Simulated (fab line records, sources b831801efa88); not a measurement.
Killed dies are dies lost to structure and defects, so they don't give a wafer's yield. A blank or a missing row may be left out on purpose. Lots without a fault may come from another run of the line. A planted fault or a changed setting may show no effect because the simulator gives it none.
Chamber matching | flow sky130 | SKY_CAPM_CVD_00 on pecvd-02: 3 sister chambers
The step deposits SiO2, target thk 15.5 nm. 6 wafers are shown with their chamber, then 7 later ones without.

WAFERS WITH THEIR CHAMBER
wafer  | chamber | heater_power_w (W)
L079.2 | 2       | 721
L087.2 | 0       | 739
L087.5 | 0       | 744
L087.6 | 1       | 816
L089.1 | 1       | 914
L089.2 | 2       | 699

WAFERS WITHOUT THEIR CHAMBER
wafer  | heater_power_w (W)
L089.4 | 870
L091.1 | 790
L091.3 | 690
L091.5 | 781
L093.1 | 910
L093.2 | 639
L093.3 | 776

WHICH CHAMBER EACH WENT THROUGH
wafer  | from the rows above          | in truth
L089.4 | 1                            | 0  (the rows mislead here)
L091.1 | can't be placed: 0 or 1 or 2 | 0
L091.3 | can't be placed: 2 or 0      | 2
L091.5 | can't be placed: 0 or 2 or 1 | 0
L093.1 | 1                            | 1
L093.2 | can't be placed: 2 or 0      | 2
L093.3 | can't be placed: 0 or 2 or 1 | 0
Placed correctly: 1 of 7. Can't be placed from these rows: 5 (the true chamber is among the candidates in 5). Placed wrongly: 1.
How it was worked out, from the rows above alone: a wafer's distance from a chamber is the root of the sum, over the readings, of the square of ((its reading less the chamber's mean) divided by the reading's scatter). The wafer belongs to the nearest chamber; if the next one is less than 2 further off, it can't be placed. A chamber's mean is the mean of its shown wafers. The scatter: the root of (the sum of the squares of (reading less its chamber's mean) over the shown wafers, divided by (wafers less chambers)).
